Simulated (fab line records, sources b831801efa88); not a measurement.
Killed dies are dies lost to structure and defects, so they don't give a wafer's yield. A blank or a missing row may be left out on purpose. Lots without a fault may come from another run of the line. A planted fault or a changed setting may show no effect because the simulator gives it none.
A struck lot beside a sound one | flow gf180mcu | 15 steps out of a route of 602
Sound: wafers L589.1, L589.3, L589.6. Struck: wafer L605.6. (L605.3 of the same lot was not struck and is left out.) The cause comes at the end.
At each step with rows: each side's tool, then ch and its chambers, then its first start. Under that, the readings that differ: sound wafers | struck wafers | difference of the means | sigmas: that difference in standard deviations of wafers without a fault.
alike: readings whose means differ by less than 2 such deviations, and words and numbers that are the same on both sides. not compared: withheld readings, readings that some wafer has no value for, bounds like >300 that may hide the same value, and numbers for which the record gives no deviation and whose values overlap.
The two part at a step that has a row with sigmas, a row that says differs or no value, or rows on one side only. Numbers that don't overlap but have no deviation are shown without sigmas and don't part them. A reading that every wafer of one side lacks parts them only if that side has two wafers or more.

GF_V3_CD_MEAS_14: target cd 260 nm.
  sound on cd_sem-01, day 22 10:12; struck on cd_sem-02, day 27 22:47
  alike: cd_nm
GF_V3_OVL_MEAS_15:
  sound on overlay-01, day 22 10:19; struck on overlay-01, day 27 22:53
  alike: V3_OVL
GF_V3_ETCH_16: etches BARC in N2/H2.
  sound on rie_diel-03 ch 1,2,3, day 22 10:22; struck on rie_diel-02 ch 2, day 27 22:55
  alike: drypump_motor_current_A, h2_flow_sccm, oes_product_au, throttle_valve_pct
then, 1 step without rows for these wafers: GF_V3_ETCH_17 (etches SiO2 in C4F8/O2/Ar, stops on TiN, target depth 635 nm).
GF_V3_STRIP_18: strips in O2/N2.
  sound on plasma_asher-02 ch 0,1, day 22 10:29; struck on plasma_asher-04 ch 1, day 27 23:04
  reading            | sound       | struck | difference | sigmas
  heater_power_w (W) | 340 336 343 | 293    | -47        | -3
  alike: drypump_motor_current_A, oes_product_au, platen_temp_c
  not compared: rf_hours_counter_h
then, 3 steps without rows for these wafers: GF_V3_STRIP_19 (strips in post etch residue remover, time 1200 s); GF_V3_CLEAN_20 (cleans in DIW); GF_V3_SPUTTER_21 (material Ti, target thk 15 nm, time 80.02 s).
GF_V3_SPUTTER_22: material TiN, target thk 10 nm, time 40 s.
  sound on pvd_sputter-03, day 22 11:05; struck on pvd_sputter-02, day 27 23:38
  alike: throttle_valve_pct
GF_V3_CVD_23: deposits W, target thk 350 nm, time 104.9 s.
  sound on cvd_w-01 ch 0, day 22 11:07; struck on cvd_w-02 ch 1, day 27 23:43
  reading            | sound       | struck | difference | sigmas
  heater_power_w (W) | 845 853 857 | 1008   | +156       | +2
GF_V3_RS_MEAS_24: measures by four-point-probe.
  sound on film_metro-01, day 22 11:14; struck on film_metro-03, day 27 23:50
  reading          | sound             | struck | difference | sigmas
  V3_W_RS (ohm/sq) | 0.317 0.315 0.317 | 0.333  | +0.017     | +3
GF_V3_THK_MEAS_25: measures by xrf.
  sound on film_metro-01, day 22 11:21; struck on film_metro-03, day 27 23:56
  reading       | sound       | struck | difference | sigmas
  V3_W_THK (nm) | 343 348 345 | 330    | -15        | -2
GF_V3_CMP_26: polishes, stops on SiO2, t overpolish 15 s, target thk 0 nm.
  sound on cmp-01 ch 1,3, day 22 11:25; struck on cmp-01 ch 0, day 28 00:07
  reading                | sound                | struck | difference | sigmas
  motor_current_A (A)    | 12.2 13.2 11.8       | 9.9    | -2.5       | -2
  overpolish_run_s (s)   | 14.989 15.009 15.008 | 0.038  | -14.964    | -99 or more
  time_to_endpoint_s (s) | 88 90 83             | 127    | +40        | +12
GF_M4_SPUTTER_00: material Ti, target thk 37.5 nm, time 150 s.
  the record has rows for the sound wafers here (pvd_sputter-04, day 22 11:43) and none for the struck ones
-- the record jumps here: 6 days lie between the struck wafers' starts before and after (it left off in module M4 and takes up again in module PASSIVATION, whose first step shown is number 602 of the route) --
GF_PASSIVATION_PROBE_99:
  the record has rows for the struck wafers here (prober-02, day 33 14:49) and none for the sound ones

WHERE THEY PART
First at GF_V3_STRIP_18; last, within this record, at GF_PASSIVATION_PROBE_99.

WHY: what the simulator had put in
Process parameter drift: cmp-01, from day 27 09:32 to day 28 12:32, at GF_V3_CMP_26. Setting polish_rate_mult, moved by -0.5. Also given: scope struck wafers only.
